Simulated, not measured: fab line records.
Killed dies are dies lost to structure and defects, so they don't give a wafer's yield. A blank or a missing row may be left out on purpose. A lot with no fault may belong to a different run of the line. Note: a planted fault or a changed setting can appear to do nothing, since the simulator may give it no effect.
What tool caused it? | flow sky130 | 36 wafers from 12 lots sampled at 6 of the route's 708 steps

## WHAT EACH GAUGE READ, for each wafer
SKY_LDD_HVN_TW_MEAS_10.
lot  | measured     | on            | LDD_HVN_TW
L668 | day 17 12:49 | film_metro-02 | 1421 1413 1415
L669 | day 18 01:08 | film_metro-02 | 1429 1433 1424
L670 | day 18 08:20 | film_metro-01 | 1412 1412 1413
L671 | day 18 20:04 | film_metro-04 | 1416 1420 1421
L673 | day 19 08:49 | film_metro-01 | 1405 1418 1417
L672 | day 19 13:23 | film_metro-01 | 1417 1422 1418
L682 | day 22 04:18 | film_metro-04 | 1426 1431 1432
L683 | day 22 20:14 | film_metro-02 | 1426 1425 1425
L687 | day 31 12:56 | film_metro-01 | 1426 1428 1434
L685 | day 31 16:18 | film_metro-01 | 1432 1433 1427
L688 | day 31 18:09 | film_metro-04 | 1422 1419 1423
L690 | day 31 19:44 | film_metro-04 | 1423 1416 1415

SKY_SD_P_TW_MEAS_11.
lot  | measured     | on            | SD_P_TW
L668 | day 23 05:13 | film_metro-04 | 2794 2801 2793
L669 | day 23 05:25 | film_metro-02 | 2825 2819 2816
L670 | day 23 07:40 | film_metro-04 | 2807 2806 2813
L671 | day 23 22:37 | film_metro-04 | 2805 2813 2819
L673 | day 24 10:47 | film_metro-04 | 2795 2813 2811
L672 | day 24 12:02 | film_metro-04 | 2815 2803 2808
L682 | day 27 02:11 | film_metro-04 | 2798 2796 2807
L683 | day 27 16:26 | film_metro-02 | 2795 2800 2794
L687 | day 36 03:54 | film_metro-02 | 2812 2811 2820
L685 | day 36 07:22 | film_metro-04 | 2793 2805 2795
L688 | day 36 09:39 | film_metro-04 | 2805 2801 2793
L690 | day 36 12:03 | film_metro-04 | 2796 2789 2794

SKY_RES_XHIGH_TW_MEAS_09.
lot  | measured     | on            | RES_XHIGH_TW
L668 | day 24 10:19 | film_metro-01 | 1636 1626 1634
L669 | day 24 10:37 | film_metro-02 | 1623 1636 1647
L670 | day 24 13:01 | film_metro-02 | 1631 1631 1635
L671 | day 25 03:04 | film_metro-02 | 1628 1626 1624
L673 | day 25 14:46 | film_metro-02 | 783 780 784
L672 | day 25 16:22 | film_metro-04 | 787 795 790
L682 | day 28 08:19 | film_metro-04 | 1626 1634 1624
L683 | day 28 21:08 | film_metro-01 | 1624 1633 1627
L687 | day 37 05:13 | film_metro-04 | 1613 1610 1618
L685 | day 37 09:37 | film_metro-04 | 1613 1614 1606
L688 | day 37 11:54 | film_metro-01 | 1627 1632 1632
L690 | day 37 14:31 | film_metro-02 | 1634 1640 1634

SKY_SD_N_RS_MEAS_17: a four-point-probe measurement.
lot  | measured     | on            | SD_P_RS (ohm/sq)
L668 | day 25 15:19 | film_metro-02 | 147.1 146.0 146.5
L669 | day 25 15:44 | film_metro-01 | 147.1 146.9 147.0
L670 | day 25 18:16 | film_metro-01 | 145.9 145.6 146.1
L671 | day 26 08:53 | film_metro-01 | 146.7 146.7 147.1
L673 | day 26 18:48 | film_metro-04 | 146.6 146.3 146.8
L672 | day 26 21:18 | film_metro-01 | 146.9 147.1 147.2
L682 | day 29 13:26 | film_metro-02 | 146.6 146.8 146.8
L683 | day 30 02:12 | film_metro-02 | 147.4 147.5 147.1
L687 | day 38 08:58 | film_metro-01 | 147.3 146.7 147.0
L685 | day 38 13:04 | film_metro-02 | 146.8 147.2 146.9
L688 | day 38 15:28 | film_metro-04 | 146.9 146.8 146.8
L690 | day 38 18:49 | film_metro-01 | 146.5 147.1 147.1

SKY_SD_N_RS_MEAS_18: a four-point-probe measurement.
lot  | measured     | on            | RES_XHIGH_RS (ohm/sq)
L668 | day 25 15:26 | film_metro-02 | 331.7 331.0 330.8
L669 | day 25 15:52 | film_metro-01 | 333.5 333.1 332.8
L670 | day 25 18:23 | film_metro-01 | 331.6 332.4 332.1
L671 | day 26 09:00 | film_metro-01 | 332.7 331.6 331.3
L673 | day 26 18:55 | film_metro-04 | 2028.8 2053.7 2007.7
L672 | day 26 21:25 | film_metro-01 | 2012.1 1982.7 1987.1
L682 | day 29 13:34 | film_metro-02 | 332.7 333.6 333.7
L683 | day 30 02:19 | film_metro-02 | 332.8 332.7 333.2
L687 | day 38 09:05 | film_metro-01 | 334.2 333.1 332.5
L685 | day 38 13:11 | film_metro-02 | 333.0 332.9 334.6
L688 | day 38 15:35 | film_metro-04 | 332.5 331.7 333.3
L690 | day 38 18:56 | film_metro-01 | 332.7 332.3 332.3

## WHICH TOOL RAN EACH LOT (tool, then ch and the chambers of the sampled wafers, then the start)
lot  | SKY_RES_XHIGH_IMPLANT_07
L668 | implanter-01 ch 0, day 24 10:04
L669 | implanter-04 ch 0, day 24 10:22
L670 | implanter-01 ch 0, day 24 12:46
L671 | implanter-04 ch 0, day 25 02:50
L673 | implanter-01 ch 0, day 25 14:07
L672 | implanter-01 ch 0, day 25 16:05
L682 | implanter-04 ch 0, day 28 08:04
L683 | implanter-03 ch 0, day 28 20:53
L687 | implanter-01 ch 0, day 37 04:59
L685 | implanter-03 ch 0, day 37 09:23
L688 | implanter-03 ch 0, day 37 11:40
L690 | implanter-01 ch 0, day 37 14:17
- SKY_RES_XHIGH_IMPLANT_07

## AS READ BY THE TOOLS THEMSELVES (means over the sampled wafers that have a number; for cases with no such wafer, the mark the record gives instead)
SKY_RES_XHIGH_IMPLANT_07.
lot  | tool         | beam_on_s (s) | dose_ions_cm2 | faraday_current_uA
L668 | implanter-01 | 42            | 3.6e+14       | 489
L669 | implanter-04 | 44            | 3.6e+14       | 462
L670 | implanter-01 | 42            | 3.6e+14       | 480
L671 | implanter-04 | 43            | 3.6e+14       | 470
L673 | implanter-01 | 10            | 3.6e+13       | 203
L672 | implanter-01 | 10            | 3.6e+13       | 204
L682 | implanter-04 | 43            | 3.6e+14       | 475
L683 | implanter-03 | 34            | 3.6e+14       | 596
L687 | implanter-01 | 41            | 3.6e+14       | 493
L685 | implanter-03 | 34            | 3.6e+14       | 595
L688 | implanter-03 | 34            | 3.6e+14       | 597
L690 | implanter-01 | 42            | 3.6e+14       | 486

## THE ANSWER, worked out from the rows above alone
Rule: usual is defined by the lots themselves. Put in order of their means at a reading, lots are off if they are a third of the lots or fewer, leave a main group of 4 or more, and stand apart from it by a gap of 3 or more times the standard deviation of the main group's means; of several such gaps the widest counts. The tables above print the reading to a certain number of digits; a main group whose means all agree to those digits is not used. Also off: a lot with no number at a reading for which 4 or more lots have one. Where the step has rows for the other lots, those lots are counted as sound. Order of review: gauges by route order, followed by the tools' own readings, for which a lot's mean as printed above is used. The first step at which some lot is off is used, and at that step the reading that is off furthest; a lot without a number counts as furthest.
Off: at SKY_RES_XHIGH_TW_MEAS_09 (RES_XHIGH_TW), L673, L672. Main group: mean 1627, sd 8.1.
If a tool, at a process step before that reading, ran all the lots that are off and no sound lot after the first of them, it fits. The gauges at SKY_RES_XHIGH_TW_MEAS_09 aren't tried: what is off there is off at SKY_RES_XHIGH_IMPLANT_07 too, on other tools, and a gauge's error can't cause that. None of those tried fits.

## WHAT THE SIMULATOR HAD INSERTED
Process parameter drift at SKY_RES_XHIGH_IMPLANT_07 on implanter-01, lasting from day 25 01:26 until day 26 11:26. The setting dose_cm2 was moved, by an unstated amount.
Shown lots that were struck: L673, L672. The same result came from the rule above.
